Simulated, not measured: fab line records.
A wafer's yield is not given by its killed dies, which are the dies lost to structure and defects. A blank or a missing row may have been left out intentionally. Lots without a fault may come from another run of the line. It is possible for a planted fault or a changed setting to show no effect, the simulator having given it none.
fab line records | flow gf180mcu
record: lots: 13 wafers: 39 lastDay: 34
route steps=602 shown NWELL@50 LVPWELL@138 V1@360 M3@423 V3@444
lots that met no fault: taken from a fault-free run of the same line
startH: the number of hours between the record's first day and the start of the first shown wafer of the lot | waitH: hours elapsed since this lot's preceding step | " identical to the entry in the row above | L1.1+2: several wafers, shown together as one row | - either no value or no given start | * or withheld: withheld | < > ~ a bound
route shown NAME@n: NAME is a module with steps in the file, n the number in the route of the first one | usual: mean and standard deviation over wafers with no fault | same: alike in all rows | chamber/n: place in a boat | sites: per-site readings | _std_site: how widely they spread, as a standard deviation | _edge_site: inner sites' mean taken away from outer sites' mean | radiusMm: for every site, how far away it sits from the centre of the wafer | mask NAME#n: copy n | behind: the tool/chamber that last shaped the wafer | hold: why the lot went on hold/how many hours it stayed there/how the hold came to an end | device: names the non-switching transistor (n, p or np) | end of line: the same wafers' tests at the end of the route | where a step has no rows: the recipe by itself | killed: not the wafer's yield, but the dies lost to structure and defects at the first sort | map: a wafer's dies, x killed, . not, _ none there
set.NAME: setting as actually run; set.NAME@STEP: the setting as run at that earlier step | model.NAME: the simulator's own value behind a step, which no gauge read
one table for each step of the route and one row for each wafer, over a sample of lots
services: from which hour (startH, from the record's first day; less than 0 if before it) a tool's chamber was out of use, for how many hours, and why
== steps ==
step: GF_NWELL_IMPLANT_08
recipe: species: P energyKev: 450 doseCm2: 1.5e+13 tiltDeg: 0
usual: beamEnergyKeV: 450.00/0.15
columns lot.wafer tool chamber startH waitH beamEnergyKeV
L624.4 implanter-01 0 73.60 0.1 450.00
L624.5 " 0 " " 449.97
L624.6 " 0 " " 450.13
L625.1 implanter-02 0 76.93 0.0 450.03
L625.2 " 0 " " 450.05
L625.4 " 0 " " 449.89
L626.2 implanter-04 0 85.25 0.0 450.37
L626.4 " 0 " " 450.09
L626.6 " 0 " " 450.18
L627.1 implanter-02 0 90.80 0.0 450.07
L627.3 " 0 " " 450.00
L627.5 " 0 " " 450.02
L628.1 implanter-04 0 97.83 0.0 450.21
L628.2 " 0 " " 450.19
L628.4 " 0 " " 450.13
L630.1 implanter-04 0 110.43 0.0 449.98
L630.5 " 0 " " 450.26
L630.6 " 0 " " 450.05
L633.1 implanter-02 0 122.53 0.0 449.97
L633.4 " 0 " " 449.76
L633.5 " 0 " " 449.95
L634.1 implanter-01 0 127.08 0.0 450.45
L634.3 " 0 " " 450.35
L634.6 " 0 " " 450.21
L635.1 implanter-01 0 132.85 0.0 450.24
L635.3 " 0 " " 449.92
L635.4 " 0 " " 450.07
L636.1 implanter-04 0 138.38 0.0 449.60
L636.3 " 0 " " 449.96
L636.6 " 0 " " 449.87
L642.1 implanter-02 0 171.93 0.0 409.80
L642.2 " 0 " " 409.86
L642.4 " 0 " " 410.15
L643.1 implanter-02 0 175.43 0.0 410.11
L643.3 " 0 " " 410.25
L643.5 " 0 " " 410.29
L644.2 implanter-01 0 180.60 0.0 450.00
L644.3 " 0 " " 449.70
L644.6 " 0 " " 450.08
step: GF_VT_IMPLANT_RS_MEAS_47
recipe: thkMeasGauge: four-point-probe
usual: NWELL_RS: 488.3/1.2
columns lot.wafer tool chamber startH waitH hold NWELL_RS[ohm/sq]
L624.4 filmMetro-01 - 182.09 0.1 - 490.1
L624.5 " - " " - 489.5
L624.6 " - " " - 491.6
L625.1 filmMetro-01 - 185.46 0.1 - 488.3
L625.2 " - " " - 488.9
L625.4 " - " " - 490.1
L626.2 filmMetro-01 - 193.55 0.1 - 489.8
L626.4 " - " " - 488.7
L626.6 " - " " - 489.0
L627.1 filmMetro-01 - 200.18 0.1 - 488.4
L627.3 " - " " - 487.8
L627.5 " - " " - 488.2
L628.1 filmMetro-01 - 209.73 0.1 - 488.9
L628.2 " - " " - 489.4
L628.4 " - " " - 487.3
L630.1 filmMetro-02 - 225.36 0.1 - 486.8
L630.5 " - " " - 488.4
L630.6 " - " " - 487.2
L633.1 filmMetro-01 - 239.45 0.1 - 489.9
L633.4 " - " " - 488.6
L633.5 " - " " - 490.1
L634.1 filmMetro-02 - 244.56 0.1 - 487.0
L634.3 " - " " - 488.1
L634.6 " - " " - 489.9
L635.1 filmMetro-03 - 252.12 0.1 - 489.9
L635.3 " - " " - 489.7
L635.4 " - " " - 488.9
L636.1 filmMetro-03 - 260.06 0.1 - 489.2
L636.3 " - " " - 489.8
L636.6 " - " " - 490.4
L642.1 filmMetro-01 - 301.59 0.1 awaitDispo/0.2h/release 496.1
L642.2 " - " " awaitDispo/0.2h/release 496.8
L642.4 " - " " awaitDispo/0.2h/release 497.1
L642.1 filmMetro-01 - 301.95 0.3 - 495.7
L642.2 " - " " - 496.0
L642.4 " - " " - 497.3
L643.1 filmMetro-02 - 302.63 0.1 awaitDispo/0.2h/release 496.9
L643.3 " - " " awaitDispo/0.2h/release 495.5
L643.5 " - " " awaitDispo/0.2h/release 495.9
L643.1 filmMetro-02 - 302.99 0.3 - 496.9
L643.3 " - " " - 494.8
L643.5 " - " " - 495.5
L644.2 filmMetro-02 - 310.59 0.1 - 488.8
L644.3 " - " " - 488.3
L644.6 " - " " - 490.1
step: GF_VT_IMPLANT_RS_MEAS_48
recipe: thkMeasGauge: four-point-probe
usual: LVPWELL_RS: 1209/3.3
columns lot.wafer tool chamber startH waitH hold LVPWELL_RS[ohm/sq]
L624.4 filmMetro-01 - 182.21 0.1 - 1212
L624.5 " - " " - 1213
L624.6 " - " " - 1211
L625.1 filmMetro-01 - 185.58 0.1 - 1213
L625.2 " - " " - 1211
L625.4 " - " " - 1209
L626.2 filmMetro-01 - 193.67 0.1 - 1208
L626.4 " - " " - 1209
L626.6 " - " " - 1211
L627.1 filmMetro-01 - 200.30 0.1 - 1213
L627.3 " - " " - 1212
L627.5 " - " " - 1211
L628.1 filmMetro-01 - 209.85 0.1 - 1212
L628.2 " - " " - 1215
L628.4 " - " " - 1212
L630.1 filmMetro-02 - 225.48 0.1 - 1205
L630.5 " - " " - 1203
L630.6 " - " " - 1208
L633.1 filmMetro-01 - 239.57 0.1 - 1214
L633.4 " - " " - 1215
L633.5 " - " " - 1216
L634.1 filmMetro-02 - 244.68 0.1 - 1205
L634.3 " - " " - 1206
L634.6 " - " " - 1209
L635.1 filmMetro-03 - 252.24 0.1 - 1210
L635.3 " - " " - 1209
L635.4 " - " " - 1210
L636.1 filmMetro-03 - 260.18 0.1 - 1206
L636.3 " - " " - 1211
L636.6 " - " " - 1210
L642.1 filmMetro-01 - 304.15 2.2 awaitDispo/2.1h/release 1205
L642.2 " - " " awaitDispo/2.1h/release 1204
L642.4 " - " " awaitDispo/2.1h/release 1205
L643.1 filmMetro-02 - 306.32 3.3 awaitDispo/3.2h/release 1206
L643.3 " - " " awaitDispo/3.2h/release 1206
L643.5 " - " " awaitDispo/3.2h/release 1204
L644.2 filmMetro-02 - 310.71 0.1 - 1212
L644.3 " - " " - 1207
L644.6 " - " " - 1212
step: GF_V1_THK_MEAS_25
recipe: thkMeasGauge: xrf reads: W_of_V1_CVD_23
usual: V1_W_THK: 367/5.5
columns lot.wafer tool chamber startH waitH V1_W_THK[nm]
L624.4 filmMetro-04 - 446.36 0.1 372
L624.5 " - " " 367
L624.6 " - " " 370
L625.1 filmMetro-04 - 457.52 0.1 366
L625.2 " - " " 363
L625.4 " - " " 364
L626.2 filmMetro-02 - 468.67 0.1 371
L626.4 " - " " 362
L626.6 " - " " 370
L627.1 filmMetro-04 - 469.99 0.1 366
L627.3 " - " " 370
L627.5 " - " " 367
L628.1 filmMetro-02 - 484.49 0.1 364
L628.2 " - " " 365
L628.4 " - " " 362
L630.1 filmMetro-03 - 505.42 0.1 357
L630.5 " - " " 359
L630.6 " - " " 360
L633.1 filmMetro-02 - 519.76 0.1 371
L633.4 " - " " 372
L633.5 " - " " 371
L634.1 filmMetro-02 - 527.81 0.1 371
L634.3 " - " " 369
L634.6 " - " " 376
L635.1 filmMetro-03 - 535.92 0.1 360
L635.3 " - " " 362
L635.4 " - " " 356
L636.1 filmMetro-02 - 545.74 0.1 369
L636.3 " - " " 366
L636.6 " - " " 366
L642.1 filmMetro-04 - 593.86 0.1 371
L642.2 " - " " 371
L642.4 " - " " 373
L643.1 filmMetro-04 - 596.65 0.1 364
L643.3 " - " " 368
L643.5 " - " " 368
L644.2 filmMetro-04 - 602.07 0.1 365
L644.3 " - " " 365
L644.6 " - " " 369
step: GF_M3_CD_MEAS_14
recipe: targetCdNm: 280
usual: cdNm: 279.6/1.3
columns lot.wafer tool chamber startH waitH cdNm
L624.4 cdSem-01 - 520.35 0.1 281.2
L624.5 " - " " 281.1
L624.6 " - " " 280.9
L625.1 cdSem-01 - 531.43 0.1 279.2
L625.2 " - " " 278.7
L625.4 " - " " 279.1
L626.2 cdSem-01 - 542.90 0.1 277.1
L626.4 " - " " 277.8
L626.6 " - " " 278.0
L627.1 cdSem-01 - 544.78 0.1 280.2
L627.3 " - " " 279.8
L627.5 " - " " 280.1
L628.1 cdSem-01 - 557.03 0.1 279.3
L628.2 " - " " 279.1
L628.4 " - " " 278.9
L630.1 cdSem-01 - 577.08 0.1 280.5
L630.5 " - " " 282.6
L630.6 " - " " 280.4
L633.1 cdSem-02 - 589.73 0.2 278.8
L633.4 " - " " 279.3
L633.5 " - " " 277.2
L634.1 cdSem-01 - 596.58 0.1 280.1
L634.3 " - " " 280.0
L634.6 " - " " 280.6
L635.1 cdSem-01 - 605.78 0.1 280.3
L635.3 " - " " 279.6
L635.4 " - " " 278.5
L636.1 cdSem-02 - 613.90 0.1 280.2
L636.3 " - " " 281.6
L636.6 " - " " 280.1
L642.1 cdSem-01 - 658.90 0.1 277.9
L642.2 " - " " 278.6
L642.4 " - " " 278.4
L643.1 cdSem-02 - 661.08 0.1 281.2
L643.3 " - " " 280.6
L643.5 " - " " 280.5
L644.2 cdSem-01 - 666.05 0.1 277.6
L644.3 " - " " 278.8
L644.6 " - " " 279.2
step: GF_V3_OVL_MEAS_15
usual: V3_OVL: 3/5.8
columns lot.wafer tool chamber startH waitH V3_OVL[nm]
L624.4 overlay-02 - 545.27 0.1 10
L624.5 " - " " 1
L624.6 " - " " 10
L625.1 overlay-02 - 555.67 0.1 14
L625.2 " - " " 15
L625.4 " - " " 8
L626.2 overlay-01 - 566.39 0.1 -1
L626.4 " - " " 8
L626.6 " - " " -4
L627.1 overlay-01 - 567.98 0.1 9
L627.3 " - " " 9
L627.5 " - " " 0
L628.1 overlay-01 - 580.77 0.1 4
L628.2 " - " " 10
L628.4 " - " " 8
L630.1 overlay-01 - 600.05 0.1 2
L630.5 " - " " 5
L630.6 " - " " 4
L633.1 overlay-01 - 612.17 0.1 -3
L633.4 " - " " -4
L633.5 " - " " -2
L634.1 overlay-01 - 618.98 0.1 10
L634.3 " - " " 10
L634.6 " - " " -1
L635.1 overlay-01 - 627.40 0.1 7
L635.3 " - " " 6
L635.4 " - " " -1
L636.1 overlay-01 - 635.73 0.1 5
L636.3 " - " " 11
L636.6 " - " " 5
L642.1 overlay-01 - 679.65 0.1 8
L642.2 " - " " -1
L642.4 " - " " 2
L643.1 overlay-01 - 681.95 0.1 9
L643.3 " - " " 5
L643.5 " - " " 10
L644.2 overlay-01 - 686.06 0.1 -3
L644.3 " - " " -4
L644.6 " - " " -1
== services ==
columns tool chamber startH hours kind
implanter-02 - 85.52 2.4 repair
implanter-01 - 92.76 3.9 repair
implanter-01 - 104.95 3.9 pm
implanter-02 - 109.59 10.5 repair
== key ==
firstSign: step: GF_NWELL_IMPLANT_08 reading: beamEnergyKeV direction: down sigmas: 99+ usual: 450.00 struck: 410.08
effect: step: GF_VT_IMPLANT_RS_MEAS_47 reading: NWELL_RS direction: up sigmas: 6.6 usual: 488.3 struck: 496.4
metAt GF_NWELL_IMPLANT_08
struckLots L642,L643
testerLeftOut L642,L643
notActingAt GF_V1_THK_MEAS_25,GF_M3_CD_MEAS_14,GF_V3_OVL_MEAS_15
onsetBetween 122.53 171.93
fault: kind: processParameterDrift tool: implanter-02 chamber: - onsetH: 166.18 steps: GF_NWELL_IMPLANT_08 channel: energyKev offset: -39.94 shape: step endH: 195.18 actsIn: theseRecipesOnly stated: 450
testerLeftOut: of these lots the tester's yield and bins aren't shown, on N5 and GAA mostly nor the transistor test; their killed dies are dies lost to structure and defects alone, not to doping, threshold or leakage, so they don't give the yield
